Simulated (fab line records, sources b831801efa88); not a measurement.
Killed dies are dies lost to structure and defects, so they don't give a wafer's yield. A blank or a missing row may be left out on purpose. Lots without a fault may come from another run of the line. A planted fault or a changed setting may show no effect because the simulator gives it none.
One fault seen from 2 desks | flow gf180mcu | each desk has only its own numbers; what lay behind them comes last

THE TOOL OWNER'S DESK: pvd_sputter-02
The tool's own readings at GF_MIM_SPUTTER_07 (material TiN, target thk 60 nm, time 50 s): means of the sampled wafers that have a number, for each lot that ran on this tool. A lot is out of limits, marked OUT, if its mean lies more than 4 standard deviations from the usual mean; the brackets give that distance.
Columns: A = cathode_dc_power_W at GF_MIM_SPUTTER_07, usual 6500.0 W; B = chamber_pressure_pa at GF_MIM_SPUTTER_07, usual 0.4000 Pa; C = throttle_valve_pct at GF_MIM_SPUTTER_07, usual 29.8 %
lot  | first seen here | A      | B      | C
L128 | day 26 21:58    | 6500.3 | 0.3990 | 29.9
L129 | day 27 05:21    | 6499.6 | 0.3995 | 29.9
L131 | day 28 00:23    | 6500.6 | 0.3985 | 30.0
L142 | day 31 11:55    | 6499.5 | 0.3999 | 30.1
This desk's finding: nothing out of limits on any of the 4 lots.

THE METROLOGY DESK
What the gauges read, lot by lot, whatever tool the lot ran on: means of the sampled wafers that have a number. A lot is out of limits, marked OUT, if its mean lies more than 4 standard deviations from the usual mean; the brackets give that distance.
Columns: A = V4_W_RS at GF_V4_RS_MEAS_24, usual 0.326 ohm/sq; B = V4_W_THK at GF_V4_THK_MEAS_25, usual 349 nm; C = MIM_CVD_05_THK at GF_MIM_THK_MEAS_06, usual 42.0 nm
lot  | first seen here | A     | B   | C
L122 | day 24 21:41    | 0.328 | 354 | 42.3
L128 | day 26 21:12    | 0.320 | 357 | 42.0
L129 | day 27 04:35    | 0.332 | 347 | 41.9
L131 | day 27 23:39    | 0.324 | 349 | 42.9
L139 | day 30 13:46    | 0.330 | 344 | 42.5
L140 | day 30 14:28    | 0.328 | 342 | 42.1
L142 | day 31 11:07    | 0.322 | 355 | 41.6
This desk's finding: nothing out of limits on any of the 7 lots.

PUT TOGETHER
The tool owner's desk saw nothing out of limits.
The metrology desk saw nothing out of limits.

WHAT THE SIMULATOR HAD PUT IN
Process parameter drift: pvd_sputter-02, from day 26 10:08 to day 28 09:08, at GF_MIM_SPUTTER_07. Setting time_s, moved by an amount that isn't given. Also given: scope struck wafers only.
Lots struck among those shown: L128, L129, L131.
